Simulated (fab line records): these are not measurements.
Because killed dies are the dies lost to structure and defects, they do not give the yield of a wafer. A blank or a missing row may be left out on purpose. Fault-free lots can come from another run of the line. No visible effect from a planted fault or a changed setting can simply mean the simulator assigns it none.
Which tool is to blame? || flow gf180mcu || 14 lots with 42 wafers sampled at 4 steps, on a route of 602 steps

WHAT EACH GAUGE READ, for each wafer
GF_VT_IMPLANT_RS_MEAS_48: uses a four-point probe to measure.
{"lot": "L524", "measured": "day 8 02:21", "on": "filmMetro-01", "LVPWELL_RS (ohm/sq)": "1195.0 1195.6 1195.5"}
{"lot": "L523", "measured": "day 8 05:19", "on": "filmMetro-01", "LVPWELL_RS (ohm/sq)": "1192.9 1193.8 1193.9"}
{"lot": "L526", "measured": "day 8 19:38", "on": "filmMetro-02", "LVPWELL_RS (ohm/sq)": "1194.8 1199.3 1200.4"}
{"lot": "L527", "measured": "day 9 00:00", "on": "filmMetro-04", "LVPWELL_RS (ohm/sq)": "1198.0 1197.6 1197.4"}
{"lot": "L531", "measured": "day 10 00:33", "on": "filmMetro-02", "LVPWELL_RS (ohm/sq)": "1197.4 1192.5 1196.3"}
{"lot": "L532", "measured": "day 10 08:19", "on": "filmMetro-01", "LVPWELL_RS (ohm/sq)": "1200.7 1201.2 1197.9"}
{"lot": "L534", "measured": "day 10 21:40", "on": "filmMetro-02", "LVPWELL_RS (ohm/sq)": "1196.6 1197.6 1195.9"}
{"lot": "L535", "measured": "day 11 07:37", "on": "filmMetro-01", "LVPWELL_RS (ohm/sq)": "1201.1 1198.2 1200.3"}
{"lot": "L536", "measured": "day 11 16:46", "on": "filmMetro-02", "LVPWELL_RS (ohm/sq)": "1195.9 1193.7 1198.0"}
{"lot": "L537", "measured": "day 11 21:21", "on": "filmMetro-04", "LVPWELL_RS (ohm/sq)": "1197.2 1198.3 1196.5"}
{"lot": "L538", "measured": "day 12 01:29", "on": "filmMetro-02", "LVPWELL_RS (ohm/sq)": "1196.5 1198.6 1194.2"}
{"lot": "L539", "measured": "day 12 09:15", "on": "filmMetro-02", "LVPWELL_RS (ohm/sq)": "1194.0 1194.2 1196.3"}
{"lot": "L540", "measured": "day 12 18:27", "on": "filmMetro-04", "LVPWELL_RS (ohm/sq)": "1197.4 1196.0 1194.8"}
{"lot": "L542", "measured": "day 13 07:27", "on": "filmMetro-02", "LVPWELL_RS (ohm/sq)": "1195.5 1192.7 1198.8"}

GF_HV_LDD_CD_MEAS_19: the cd target is 400 nm.
{"lot": "L524", "measured": "day 11 06:49", "on": "cdSem-02", "cdNm (nm)": "399.6 400.1 398.8"}
{"lot": "L523", "measured": "day 11 11:01", "on": "cdSem-01", "cdNm (nm)": "402.0 401.3 402.6"}
{"lot": "L526", "measured": "day 12 01:50", "on": "cdSem-01", "cdNm (nm)": "397.8 396.0 396.0"}
{"lot": "L527", "measured": "day 12 09:25", "on": "cdSem-02", "cdNm (nm)": "403.2 402.4 406.1"}
{"lot": "L531", "measured": "day 13 13:58", "on": "cdSem-01", "cdNm (nm)": "404.5 401.9 407.2"}
{"lot": "L532", "measured": "day 13 20:29", "on": "cdSem-02", "cdNm (nm)": "401.2 400.7 403.5"}
{"lot": "L534", "measured": "day 14 11:14", "on": "cdSem-02", "cdNm (nm)": "397.8 402.2 402.7"}
{"lot": "L535", "measured": "day 15 00:59", "on": "cdSem-01", "cdNm (nm)": "395.6 396.6 396.2"}
{"lot": "L536", "measured": "day 15 10:22", "on": "cdSem-02", "cdNm (nm)": "399.7 399.6 399.3"}
{"lot": "L537", "measured": "day 15 17:16", "on": "cdSem-01", "cdNm (nm)": "403.5 403.6 403.1"}
{"lot": "L538", "measured": "day 15 20:31", "on": "cdSem-02", "cdNm (nm)": "400.6 401.1 399.8"}
{"lot": "L539", "measured": "day 16 02:34", "on": "cdSem-02", "cdNm (nm)": "398.6 396.9 396.3"}
{"lot": "L540", "measured": "day 16 15:13", "on": "cdSem-02", "cdNm (nm)": "404.1 403.6 405.6"}
{"lot": "L542", "measured": "day 17 05:52", "on": "cdSem-02", "cdNm (nm)": "401.3 403.7 401.3"}

GF_HV_LDD_OVL_MEAS_20.
{"lot": "L524", "measured": "day 11 06:56", "on": "overlay-01", "HV_LDD_01_OVL (nm)": "1.8 4.0 1.1"}
{"lot": "L523", "measured": "day 11 11:08", "on": "overlay-02", "HV_LDD_01_OVL (nm)": "-0.3 -0.9 -0.5"}
{"lot": "L526", "measured": "day 12 01:56", "on": "overlay-02", "HV_LDD_01_OVL (nm)": "1.0 2.5 1.8"}
{"lot": "L527", "measured": "day 12 09:32", "on": "overlay-02", "HV_LDD_01_OVL (nm)": "-0.5 -0.8 1.9"}
{"lot": "L531", "measured": "day 13 14:05", "on": "overlay-02", "HV_LDD_01_OVL (nm)": "-0.1 0.6 -0.5"}
{"lot": "L532", "measured": "day 13 20:35", "on": "overlay-02", "HV_LDD_01_OVL (nm)": "0.7 2.1 1.9"}
{"lot": "L534", "measured": "day 14 11:20", "on": "overlay-01", "HV_LDD_01_OVL (nm)": "4.0 2.1 1.3"}
{"lot": "L535", "measured": "day 15 01:05", "on": "overlay-01", "HV_LDD_01_OVL (nm)": "0.7 0.6 0.8"}
{"lot": "L536", "measured": "day 15 10:29", "on": "overlay-02", "HV_LDD_01_OVL (nm)": "0.1 0.0 0.3"}
{"lot": "L537", "measured": "day 15 17:23", "on": "overlay-01", "HV_LDD_01_OVL (nm)": "1.8 1.5 1.7"}
{"lot": "L538", "measured": "day 15 20:38", "on": "overlay-02", "HV_LDD_01_OVL (nm)": "-0.2 1.1 2.0"}
{"lot": "L539", "measured": "day 16 02:41", "on": "overlay-02", "HV_LDD_01_OVL (nm)": "0.2 0.9 2.0"}
{"lot": "L540", "measured": "day 16 15:20", "on": "overlay-01", "HV_LDD_01_OVL (nm)": "-0.4 -1.8 -1.5"}
{"lot": "L542", "measured": "day 17 05:59", "on": "overlay-01", "HV_LDD_01_OVL (nm)": "0.5 0.5 -0.2"}

TOOL THAT RAN EACH LOT (tool first, then ch and the chambers of the sampled wafers, then the start)
{"lot": "L524", "GF_HV_LDD_SOFTBAKE_03": "lithoTrack-04 ch 0, day 10 03:43"}
{"lot": "L523", "GF_HV_LDD_SOFTBAKE_03": "lithoTrack-01 ch 0, day 10 06:55"}
{"lot": "L526", "GF_HV_LDD_SOFTBAKE_03": "lithoTrack-03 ch 0, day 10 22:08"}
{"lot": "L527", "GF_HV_LDD_SOFTBAKE_03": "lithoTrack-04 ch 0, day 11 04:04"}
{"lot": "L531", "GF_HV_LDD_SOFTBAKE_03": "lithoTrack-04 ch 0, day 12 08:28"}
{"lot": "L532", "GF_HV_LDD_SOFTBAKE_03": "lithoTrack-01 ch 0, day 12 14:26"}
{"lot": "L534", "GF_HV_LDD_SOFTBAKE_03": "lithoTrack-01 ch 0, day 13 04:53"}
{"lot": "L535", "GF_HV_LDD_SOFTBAKE_03": "lithoTrack-01 ch 0, day 13 16:53"}
{"lot": "L536", "GF_HV_LDD_SOFTBAKE_03": "lithoTrack-03 ch 0, day 14 02:10"}
{"lot": "L537", "GF_HV_LDD_SOFTBAKE_03": "lithoTrack-04 ch 0, day 14 09:04"}
{"lot": "L538", "GF_HV_LDD_SOFTBAKE_03": "lithoTrack-04 ch 0, day 14 12:01"}
{"lot": "L539", "GF_HV_LDD_SOFTBAKE_03": "lithoTrack-04 ch 0, day 14 18:01"}
{"lot": "L540", "GF_HV_LDD_SOFTBAKE_03": "lithoTrack-01 ch 0, day 15 05:13"}
{"lot": "L542", "GF_HV_LDD_SOFTBAKE_03": "lithoTrack-01 ch 0, day 15 19:04"}
- GF_HV_LDD_SOFTBAKE_03: time 60 s.

WHAT THE TOOLS THEMSELVES READ (means of the sampled wafers that have a number; where no wafer has one, the mark that the record gives instead)
GF_HV_LDD_SOFTBAKE_03.
{"lot": "L524", "tool": "lithoTrack-04", "runLengthS (s)": 89.02}
{"lot": "L523", "tool": "lithoTrack-01", "runLengthS (s)": 89.22}
{"lot": "L526", "tool": "lithoTrack-03", "runLengthS (s)": 88.85}
{"lot": "L527", "tool": "lithoTrack-04", "runLengthS (s)": 88.90}
{"lot": "L531", "tool": "lithoTrack-04", "runLengthS (s)": 88.98}
{"lot": "L532", "tool": "lithoTrack-01", "runLengthS (s)": 89.27}
{"lot": "L534", "tool": "lithoTrack-01", "runLengthS (s)": 89.19}
{"lot": "L535", "tool": "lithoTrack-01", "runLengthS (s)": 89.24}
{"lot": "L536", "tool": "lithoTrack-03", "runLengthS (s)": 88.83}
{"lot": "L537", "tool": "lithoTrack-04", "runLengthS (s)": 88.92}
{"lot": "L538", "tool": "lithoTrack-04", "runLengthS (s)": 88.98}
{"lot": "L539", "tool": "lithoTrack-04", "runLengthS (s)": 89.00}
{"lot": "L540", "tool": "lithoTrack-01", "runLengthS (s)": 104.56}
{"lot": "L542", "tool": "lithoTrack-01", "runLengthS (s)": 104.50}

THE ANSWER, worked out from the rows above alone
Rule: the usual values come from the lots themselves. Put in order of their means at a reading, lots are off if they are a third of the lots or fewer, leave a main group of 4 or more, and stand apart from it by a gap of 3 or more times the standard deviation of the main group's means; of several such gaps the widest counts. A main group is skipped when, at the precision printed for the reading in the tables above, its means are all equal. A lot without any number at a reading at which 4 lots or more have one is off too. Where the step has rows for the other lots, those lots are counted as sound. Order of review: gauges by route order, followed by the tools' own readings, for which a lot's mean as printed above is used. At the first step where some lot is off, the reading lying furthest off is the one used; lots without a number count as furthest.
Off, at GF_HV_LDD_SOFTBAKE_03 on runLengthS: L540, L542. Mean 89.03 s and standard deviation 0.15 in the main group.
A tool fits if, at that step or a process step before it, it ran every lot that is off, and no sound lot after the first of them. One fits: GF_HV_LDD_SOFTBAKE_03 on lithoTrack-01. A fault onset in the window from L535 (day 13 16:53, its last sound lot) to L540 (day 15 05:13, its first lot off) fits.
On the lots that are off, the tool's own readings at GF_HV_LDD_SOFTBAKE_03 differ by more than 5 times the standard deviation of the sound lots' means, which bears it out; runLengthS reads 104.53 s there versus 89.03 s on the sound lots.

WHAT HAD BEEN PUT IN BY THE SIMULATOR
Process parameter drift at GF_HV_LDD_SOFTBAKE_03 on lithoTrack-01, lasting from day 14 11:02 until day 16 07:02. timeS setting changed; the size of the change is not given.
Struck lots among those shown: L540, L542. Same finding as the rule above.
